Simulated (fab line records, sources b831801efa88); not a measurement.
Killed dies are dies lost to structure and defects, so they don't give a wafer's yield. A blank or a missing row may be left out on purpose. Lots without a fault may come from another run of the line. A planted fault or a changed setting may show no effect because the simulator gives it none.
Which tool did it? | flow sky130 | 10 lots, 30 wafers sampled, at 5 steps of a route of 708

WHAT THE GAUGES READ, wafer by wafer
SKY_PASSIVATION_THK_MEAS_03. Usual: PASSIVATION_CVD_02_THK 540 nm, standard deviation 6.
lot  | measured     | on            | PASSIVATION_CVD_02_THK (nm) | flag
L589 | day 44 01:47 | film_metro-04 | 531 534 543                 |
L590 | day 44 05:46 | film_metro-04 | 538 545 544                 |
L591 | day 44 11:55 | film_metro-04 | 548 548 548                 |
L592 | day 44 17:53 | film_metro-03 | 542 540 544                 |
L593 | day 45 04:35 | film_metro-04 | 540 544 544                 |
L597 | day 46 08:35 | film_metro-03 | 526 531 539                 |
L603 | day 47 19:26 | film_metro-03 | 385 391 542                 | OFF
L609 | day 49 07:53 | film_metro-03 | 537 540 547                 |
L610 | day 49 10:02 | film_metro-04 | 528 538 538                 |
L612 | day 49 10:44 | film_metro-03 | 543 537 546                 |

WHICH TOOL RAN EACH LOT (tool, then ch and the chambers of the sampled wafers, then the start)
lot  | SKY_METAL4_SPUTTER_00        | SKY_METAL4_DESCUM_15              | SKY_VIA4_ETCH_12                   | SKY_PASSIVATION_CVD_02
L589 | pvd_sputter-04, day 39 22:36 | rie_metal-03 ch 0,1, day 42 00:43 | rie_diel-02 ch 2,3, day 43 00:53   | pecvd-03 ch 1,2, day 44 01:33
L590 | pvd_sputter-02, day 40 01:40 | rie_metal-04 ch 0, day 42 03:49   | rie_diel-04 ch 0,3, day 43 04:23   | pecvd-04 ch 0,1, day 44 05:32
L591 | pvd_sputter-02, day 40 10:12 | rie_metal-03 ch 0,1, day 42 10:53 | rie_diel-02 ch 1,2,3, day 43 10:52 | pecvd-04 ch 0,1,2, day 44 11:46
L592 | pvd_sputter-02, day 40 15:33 | rie_metal-04 ch 0,1, day 42 16:40 | rie_diel-04 ch 0,1, day 43 16:51   | pecvd-04 ch 0,2, day 44 17:40
L593 | pvd_sputter-02, day 41 03:24 | rie_metal-02 ch 0, day 43 03:52   | rie_diel-01 ch 1,2, day 44 03:59   | pecvd-01 ch 1,2, day 45 04:21
L597 | pvd_sputter-02, day 42 13:13 | rie_metal-04 ch 1, day 44 10:34   | rie_diel-04 ch 1,2,3, day 45 09:16 | pecvd-03 ch 1,2, day 46 08:22
L603 | pvd_sputter-02, day 44 01:16 | rie_metal-03 ch 0,1, day 45 22:28 | rie_diel-01 ch 0,1,3, day 46 20:20 | pecvd-04 ch 1,2, day 47 19:13
L609 | pvd_sputter-03, day 45 19:12 | rie_metal-04 ch 0,1, day 47 13:08 | rie_diel-02 ch 0,2,3, day 48 10:15 | pecvd-03 ch 0,1,2, day 49 07:38
L610 | pvd_sputter-02, day 45 22:31 | rie_metal-03 ch 0,1, day 47 16:11 | rie_diel-02 ch 0,1, day 48 13:16   | pecvd-03 ch 0,2, day 49 09:47
L612 | pvd_sputter-04, day 46 00:11 | rie_metal-03 ch 1, day 47 17:19   | rie_diel-01 ch 1,2, day 48 13:55   | pecvd-01 ch 0,1,2, day 49 10:30
- SKY_METAL4_SPUTTER_00: material Ti, target thk 15 nm, time 10 s.
- SKY_METAL4_DESCUM_15: chemistry O2, time 8 s.
- SKY_VIA4_ETCH_12: etches SiO2 in C4F8/O2/Ar, stops on TiN, target depth 580 nm.
- SKY_PASSIVATION_CVD_02: deposits Si3N4, target thk 540 nm.

WHAT THE TOOLS THEMSELVES READ (means of the sampled wafers that have a number; where no wafer has one, the mark that the record gives instead)
SKY_METAL4_SPUTTER_00. Usual: throttle_valve_pct 30.0 %, standard deviation 0.96.
lot  | tool           | throttle_valve_pct (%) | flag
L589 | pvd_sputter-04 | 31.0                   |
L590 | pvd_sputter-02 | 29.7                   |
L591 | pvd_sputter-02 | 30.1                   |
L592 | pvd_sputter-02 | 30.2                   |
L593 | pvd_sputter-02 | 29.9                   |
L597 | pvd_sputter-02 | 30.2                   |
L603 | pvd_sputter-02 | 29.6                   |
L609 | pvd_sputter-03 | 29.5                   |
L610 | pvd_sputter-02 | 29.9                   |
L612 | pvd_sputter-04 | 30.7                   |

SKY_METAL4_DESCUM_15. Usual: chamber_pressure_mTorr 9.999 mTorr, standard deviation 0.0097; drypump_motor_current_A 5.8 A, standard deviation 0.35; oes_product_au 1.003 a.u., standard deviation 0.0071; temp_c 40.02 C, standard deviation 0.1.
lot  | tool         | chamber_pressure_mTorr (mTorr) | drypump_motor_current_A (A) | oes_product_au (a.u.) | temp_c (C) | flag
L589 | rie_metal-03 | 10.009                         | 6.0                         | 1.004                 | 40.13      |
L590 | rie_metal-04 | 9.995                          | 5.6                         | 1.006                 | 39.96      |
L591 | rie_metal-03 | 10.001                         | 5.7                         | 1.000                 | 39.88      |
L592 | rie_metal-04 | 10.003                         | 5.9                         | 1.003                 | 39.97      |
L593 | rie_metal-02 | 10.001                         | 5.3                         | 1.010                 | 40.13      |
L597 | rie_metal-04 | 9.990                          | 6.2                         | 1.002                 | 39.98      |
L603 | rie_metal-03 | 10.003                         | 5.7                         | 0.998                 | 40.16      |
L609 | rie_metal-04 | 9.989                          | 5.8                         | 1.004                 | 39.89      |
L610 | rie_metal-03 | 10.002                         | 6.0                         | 1.002                 | 40.05      |
L612 | rie_metal-03 | 10.004                         | 5.5                         | 0.997                 | 40.05      |

SKY_VIA4_ETCH_12. Usual: bias_w 1200 W, standard deviation 3.7; chamber_pressure_mTorr 40.00 mTorr, standard deviation 0.039; oes_product_au 0.926 a.u., standard deviation 0.0051.
lot  | tool        | bias_w (W) | chamber_pressure_mTorr (mTorr) | oes_product_au (a.u.) | flag
L589 | rie_diel-02 | 1202       | 39.99                          | 0.929                 |
L590 | rie_diel-04 | 1201       | 40.01                          | 0.926                 |
L591 | rie_diel-02 | 1198       | 39.98                          | 0.928                 |
L592 | rie_diel-04 | 1199       | 40.00                          | 0.930                 |
L593 | rie_diel-01 | 1204       | 39.97                          | 0.923                 |
L597 | rie_diel-04 | 1204       | 40.02                          | 0.927                 |
L603 | rie_diel-01 | 1200       | 40.02                          | 0.926                 |
L609 | rie_diel-02 | 1201       | 39.95                          | 0.926                 |
L610 | rie_diel-02 | 1200       | 40.03                          | 0.924                 |
L612 | rie_diel-01 | 1204       | 40.02                          | 0.924                 |

SKY_PASSIVATION_CVD_02. Usual: heater_power_w 746 W, standard deviation 93.
lot  | tool     | heater_power_w (W) | flag
L589 | pecvd-03 | 657                |
L590 | pecvd-04 | 833                |
L591 | pecvd-04 | 838                |
L592 | pecvd-04 | 860                |
L593 | pecvd-01 | 728                |
L597 | pecvd-03 | 730                |
L603 | pecvd-04 | 812                |
L609 | pecvd-03 | 691                |
L610 | pecvd-03 | 684                |
L612 | pecvd-01 | 722                |

THE ANSWER, worked out from the rows above alone
Rule: a lot is off if the mean of its wafers that have a number lies more than 3 standard deviations from the usual mean. A lot without any number at a reading at which 4 lots or more have one is off too. The other lots that the step has rows for count as sound. The gauges are gone through in route order, then the tools' own readings, and for those a lot's mean is taken as printed above. The first step at which some lot is off is used, and at that step the reading that is off furthest; a lot without a number counts as furthest.
Off: L603, at SKY_PASSIVATION_THK_MEAS_03 (PASSIVATION_CVD_02_THK).
A tool fits if, at a process step before that reading, it ran every lot that is off, and no sound lot after the first of them. The gauges at SKY_PASSIVATION_THK_MEAS_03 are tried like those tools. One fits: pecvd-04 at SKY_PASSIVATION_CVD_02. Its last sound lot is L592 (day 44 17:40), its first lot that is off L603 (day 47 19:13): a fault that began between those two fits.

WHAT THE SIMULATOR HAD PUT IN
Process parameter drift: pecvd-04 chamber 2, from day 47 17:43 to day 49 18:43, at SKY_PASSIVATION_CVD_02. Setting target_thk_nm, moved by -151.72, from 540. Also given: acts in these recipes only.
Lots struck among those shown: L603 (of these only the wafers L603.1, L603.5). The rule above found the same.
